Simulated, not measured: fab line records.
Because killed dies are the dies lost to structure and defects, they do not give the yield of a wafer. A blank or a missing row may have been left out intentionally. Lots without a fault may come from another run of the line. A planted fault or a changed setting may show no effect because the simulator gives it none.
Struck lot and sound lot, side by side	flow sky130	44 steps out of a route of 708
Sound: the wafers L567.1, L567.4, L567.5. The struck wafers were L577.1, L577.2, L577.6. The cause is given at the end.
Per side, at each step with rows, come the tool, then ch with its chambers, and then its first start. Under that, the readings that differ: sound wafers	struck wafers	difference of the means	sigmas: that difference in standard deviations of wafers without a fault.
alike: readings whose means differ by less than 2 such deviations, and words and numbers that are the same on both sides. not compared: withheld readings, readings that some wafer has no value for, bounds like >300 that may hide the same value, and numbers for which the record gives no deviation and whose values overlap.
The two part at a step that has a row with sigmas, a row that says differs or no value, or rows on one side only. Non-overlapping numbers with no deviation appear without sigmas and do not part them. Lack of a reading on every wafer of one side parts them only where that side has two or more wafers.

first, 2 steps without rows for these wafers: SKY_DNWELL_DEVELOP_06 (develop time 60 s); SKY_DNWELL_IMPLANT_07.
SKY_DNWELL_STRIP_08: strips in O2/N2.
  sound on plasmaAsher-01 ch 0,1, day 3 09:25; struck on plasmaAsher-02 ch 0,1, day 5 16:52
reading	sound	struck	difference	sigmas
drypumpMotorCurrentA (A)	5.1 5.6 5.1	5.7 6.4 6.4	+0.9	+2
  alike: o2FlowSccm, oesProductAu, stripTimeToEndpointS
  not compared: rfHoursCounterH
SKY_DNWELL_TW_MEAS_09:
  struck on filmMetro-03, day 5 16:58; sound on filmMetro-03, day 3 09:31
reading	sound	struck	difference	sigmas
DNWELL_TW	1106 1105 1104	1119 1120 1123	+16	+2
then, 7 steps without rows for these wafers: SKY_PWDE_DEHYDRATE_00 (time 60 s); SKY_PWDE_HMDS_01 (prime time 60 s); SKY_PWDE_COAT_02 (resist thk 3000 nm); SKY_PWDE_SOFTBAKE_03; SKY_PWDE_EXPOSE_04 (exposes mask PWDEM, target cd 840 nm); SKY_PWDE_PEB_05; SKY_PWDE_DEVELOP_06 (develop time 60 s).
SKY_PWDE_OVL_MEAS_07:
  struck on overlay-02, day 6 12:07; sound on overlay-02, day 4 00:38
  alike: PWDE_OVL
SKY_PWDE_IMPLANT_08:
  sound on implanter-04 ch 0, day 4 00:40; struck on implanter-04 ch 0, day 6 12:09
reading	sound	struck	difference	sigmas
beamOnS (s)	9.80 9.79 9.99	10.99 11.17 11.15	+1.24	+7
endStationPressureTorr (Torr)	5.5e-06 5.05e-06 5.08e-06	6.923e-05 6.697e-05 7.081e-05	+6.379e-05	+99 or more
faradayCurrentUA	20.8 20.7 20.3	18.0 17.8 17.7	-2.8	-8
SKY_PWDE_STRIP_09: strips in O2/N2.
  sound on plasmaAsher-02 ch 0,1, day 4 00:49; struck on plasmaAsher-02 ch 0,1, day 6 12:18
  alike: drypumpMotorCurrentA, o2FlowSccm, oesProductAu, stripTimeToEndpointS
  not compared: rfHoursCounterH
SKY_PWDE_TW_MEAS_10:
  struck on filmMetro-03, day 6 12:24; sound on filmMetro-03, day 4 00:55
reading	sound	struck	difference	sigmas
PWDE_TW	372.8 372.2 374.8	385.0 386.0 384.8	+12.0	+7
then, 7 steps without rows for these wafers: SKY_NWELL_DEHYDRATE_03 (time 60 s); SKY_NWELL_HMDS_04 (prime time 60 s); SKY_NWELL_COAT_05 (resist thk 2950 nm); SKY_NWELL_SOFTBAKE_06; SKY_NWELL_EXPOSE_07 (exposes mask NWM, target cd 840 nm); SKY_NWELL_PEB_08; SKY_NWELL_DEVELOP_09 (develop time 60 s).
SKY_NWELL_OVL_MEAS_10:
  struck on overlay-02, day 7 07:41; sound on overlay-01, day 4 17:26
  alike: NWELL_00_OVL
then, 3 steps without rows for these wafers: SKY_NWELL_IMPLANT_11; SKY_NWELL_IMPLANT_12; SKY_NWELL_IMPLANT_13.
SKY_NWELL_STRIP_14: strips in O2/N2.
  sound on plasmaAsher-03 ch 0,1, day 4 17:55; struck on plasmaAsher-02 ch 0,1, day 7 08:10
reading	sound	struck	difference	sigmas
oesProductAu (a.u.)	0.730 0.734 0.718	0.717 0.718 0.718	-0.010	-2
stripTimeToEndpointS (s)	36.49 36.55 36.38	36.31 36.31 36.17	-0.21	-3
  alike: drypumpMotorCurrentA, o2FlowSccm
  not compared: rfHoursCounterH
SKY_NWELL_TW_MEAS_15:
  struck on filmMetro-01, day 7 08:16; sound on filmMetro-03, day 4 18:01
  alike: NWELL_TW
then, 7 steps without rows for these wafers: SKY_NWELL_DEHYDRATE_16 (time 60 s); SKY_NWELL_HMDS_17 (prime time 60 s); SKY_NWELL_COAT_18 (resist thk 3000 nm); SKY_NWELL_SOFTBAKE_19; SKY_NWELL_EXPOSE_20 (exposes mask NWM COMPLEMENT, target cd 840 nm); SKY_NWELL_PEB_21; SKY_NWELL_DEVELOP_22 (develop time 57.6 s).
SKY_NWELL_OVL_MEAS_23:
  struck on overlay-02, day 8 04:20; sound on overlay-02, day 5 11:22
  alike: NWELL_01_OVL
following that, these wafers have no rows for 1 step: SKY_NWELL_IMPLANT_24.
SKY_NWELL_STRIP_25: strips in O2/N2.
  sound on plasmaAsher-02 ch 0,1, day 5 11:34; struck on plasmaAsher-03 ch 0,1, day 8 04:31
  alike: drypumpMotorCurrentA, o2FlowSccm, oesProductAu, stripTimeToEndpointS
  not compared: rfHoursCounterH
SKY_NWELL_TW_MEAS_26:
  struck on filmMetro-02, day 8 04:37; sound on filmMetro-01, day 5 11:40
reading	sound	struck	difference	sigmas
NWELL_2_TW	499.5 502.7 501.1	491.9 496.9 497.5	-5.7	-2
then, 1 step without rows for these wafers: SKY_NWELL_CLEAN_27 (cleans in SC1/SC2, time 150 s).
SKY_NWELL_RTA_28: time 30 s.
  sound on rtpAnneal-02 ch 0, day 5 11:46; struck on rtpAnneal-01 ch 0, day 8 04:44
reading	sound	struck	difference	sigmas
annealTempCMax	1057.5 1056.7 1056.1	1053.2 1053.3 1053.5	-3.4	-3
  alike: chamberO2Ppm, lampPowerPct, wafer_temp_C_max
SKY_NWELL_RS_MEAS_29: measures by four-point-probe.
  struck on filmMetro-01, day 8 04:50; sound on filmMetro-02, day 5 11:52
  alike: NWELL_RS
SKY_NWELL_RS_MEAS_31: measures by four-point-probe.
  struck on filmMetro-01, day 8 05:04; sound on filmMetro-02, day 5 12:07
reading	sound	struck	difference	sigmas
PWDE_RS (ohm/sq)	5261 5272 5271	4842 4855 4830	-426	-25
-- the record jumps here: 41 days lie between the struck wafers' starts before and after (it left off in module NWELL and takes up again in module PAD_OPEN, whose first step shown is number 708 of the route) --
SKY_PAD_OPEN_PROBE_99:
  struck on prober-01, day 48 19:56; sound on prober-02, day 45 19:33
reading	sound	struck	difference	sigmas
model.etest.res_p_drift_20v.lineOhmUm	1.122e+04 1.148e+04 1.108e+04	9774 1.038e+04 9936	-1230	
model.etest.res_p_drift_20v.rsOhmSq	9327 9514 9228	8228 8685 8383	-924	
model.etest.resPwdeUnderGate.rsOhmSq	6176 6182 6130	5596 5614 5583	-565	
  alike: killed_at_M0_to_M3, killed_at_M4_up, killedAtContacts, killedAtFrontEnd, killedAtOther, killedDies, killedOpen, killedShort

== WHERE THEY PART ==
Earliest at SKY_DNWELL_STRIP_08; latest, in this record, at SKY_NWELL_RS_MEAS_31. Later steps at which nothing parts them and some readings are alike: SKY_PAD_OPEN_PROBE_99.

WHY: the cause the simulator had injected
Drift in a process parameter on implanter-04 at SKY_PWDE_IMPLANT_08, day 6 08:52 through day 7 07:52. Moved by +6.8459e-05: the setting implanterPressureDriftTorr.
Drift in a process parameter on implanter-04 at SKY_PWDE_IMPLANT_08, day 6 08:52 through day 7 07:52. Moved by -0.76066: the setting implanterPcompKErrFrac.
